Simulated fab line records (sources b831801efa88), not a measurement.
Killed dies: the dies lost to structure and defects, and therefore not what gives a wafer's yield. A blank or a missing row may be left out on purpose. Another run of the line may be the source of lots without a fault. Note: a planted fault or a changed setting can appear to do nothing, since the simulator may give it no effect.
A struck lot beside a sound one / flow sfqLine / 13 out of 325 route steps
Sound: the wafers L143.1, L143.2, L143.6. The struck wafers were L146.3, L146.5, L146.6. At the end, the cause is stated.
At each step with rows: each side's tool, then ch and its chambers, then its first start. Under that, the readings that differ: sound wafers / struck wafers / difference of the means / sigmas: that difference in standard deviations of wafers without a fault.
alike: same words and numbers on both sides, and readings whose means sit less than 2 such deviations apart. not compared: any withheld reading, any reading some wafer has no value for, any bound like >300 that may hide the same value, and any number with overlapping values for which the record gives no deviation.
Wherever a step has rows on one side only, a row that says differs or no value, or a row with sigmas, the two part there. Numbers that have no deviation but don't overlap get no sigmas and don't part them. Lack of a reading on every wafer of one side parts them only where that side has two or more wafers.

first, 6 steps without rows for these wafers: SFQ_TRILAYER_M0_LITHO_COAT_026 (resist thk 62 nm); SFQ_TRILAYER_M0_LITHO_COAT_021 (resist thk 600 nm); SFQ_TRILAYER_M0_LITHO_SOFTBAKE_025; SFQ_TRILAYER_M0_LITHO_EXPOSE_022 (exposes mask M0, target cd 500 nm); SFQ_TRILAYER_M0_LITHO_PEB_024 (peb time 60 s); SFQ_TRILAYER_M0_LITHO_DEVELOP_023 (time 60 s).
SFQ_M0_OVL_MEAS_906:
  sound on overlay-01 at day 9 20:45; struck on overlay-02 at day 10 15:58
  alike: M0_OVL
SFQ_TRILAYER_M0_BARC_OPEN_METAL_ETCH_031: etches BARC in O2, target depth 125 nm, time 41.7 s.
  sound on rieMetal-02 ch 0,1, day 9 20:47; struck on rieMetal-04 ch 0,1, day 10 16:00
reading=drypumpMotorCurrentA (A); sound=5.9 5.7 5.9; struck=4.8 4.8 5.1; difference=-0.9; sigmas=-2
  alike: oesProductAu, rfFwdPowerW
  not compared: rfHoursCounterH
SFQ_TRILAYER_M0_ETCH_METAL_ETCH_024: etches Nb in Cl2/Ar, stops on SiO2, target depth 240 nm, time 120 s.
  sound on rieMetal-02 ch 0,1, day 9 20:50; struck on rieMetal-04 ch 0,1, day 10 16:05
reading=drypumpMotorCurrentA (A); sound=5.9 5.8 5.9; struck=4.8 4.9 5.1; difference=-0.9; sigmas=-2
  alike: oesProductAu, rfFwdPowerW
  not compared: rfHoursCounterH
SFQ_TRILAYER_M0_STRIP_STRIP_025: strips in O2.
  sound on rieMetal-02 ch 0,1, day 9 20:58; struck on rieMetal-04 ch 0,1, day 10 16:22
reading=drypumpMotorCurrentA (A); sound=5.9 5.7 5.9; struck=4.8 4.8 5.1; difference=-0.9; sigmas=-2
reading=oesProductAu (a.u.); sound=0.976 0.977 0.988; struck=0.999 1.005 1.005; difference=+0.023; sigmas=+2
  not compared: rfHoursCounterH
then, 1 step without rows for these wafers: SFQ_TRILAYER_M0_STRIP_SOLV_CLEAN_026 (cleans in NMP, time 600 s).
SFQ_TRILAYER_I0_DEP_PECVD_027: deposits SiO2 from SiH4/N2O, time 111.11 s, target thk 500 nm.
  sound on pecvd-04 ch 0,2, day 9 21:55; struck on pecvd-03 ch 0,1, day 10 16:56
reading=rfFwdPowerW (W); sound=182.9 182.1 181.9; struck=153.7 152.9 153.2; difference=-29.0; sigmas=-47
reading=model.SiO2_of_TRILAYER_I0_DEP_PECVD_027.thkNm (nm); sound=498.7 488.8 499.1; struck=475.6 484.7 484.6; difference=-13.9; sigmas=
  alike: heaterPowerW, throttleValvePct
SFQ_TRILAYER_I0_CMP_CMP_028: polishes SiO2.
  sound on cmp-02 ch 0,1,2, day 10 04:17; struck on cmp-01 ch 2,3, day 10 22:05
  alike: edgeZonePressureFrac, motorCurrentA

WHERE THEY PART
Last at SFQ_TRILAYER_I0_DEP_PECVD_027 as far as this record goes, first at SFQ_TRILAYER_M0_BARC_OPEN_METAL_ETCH_031. Later steps at which nothing parts them and some readings are alike: SFQ_TRILAYER_I0_CMP_CMP_028.

WHY: whatever the simulator had introduced
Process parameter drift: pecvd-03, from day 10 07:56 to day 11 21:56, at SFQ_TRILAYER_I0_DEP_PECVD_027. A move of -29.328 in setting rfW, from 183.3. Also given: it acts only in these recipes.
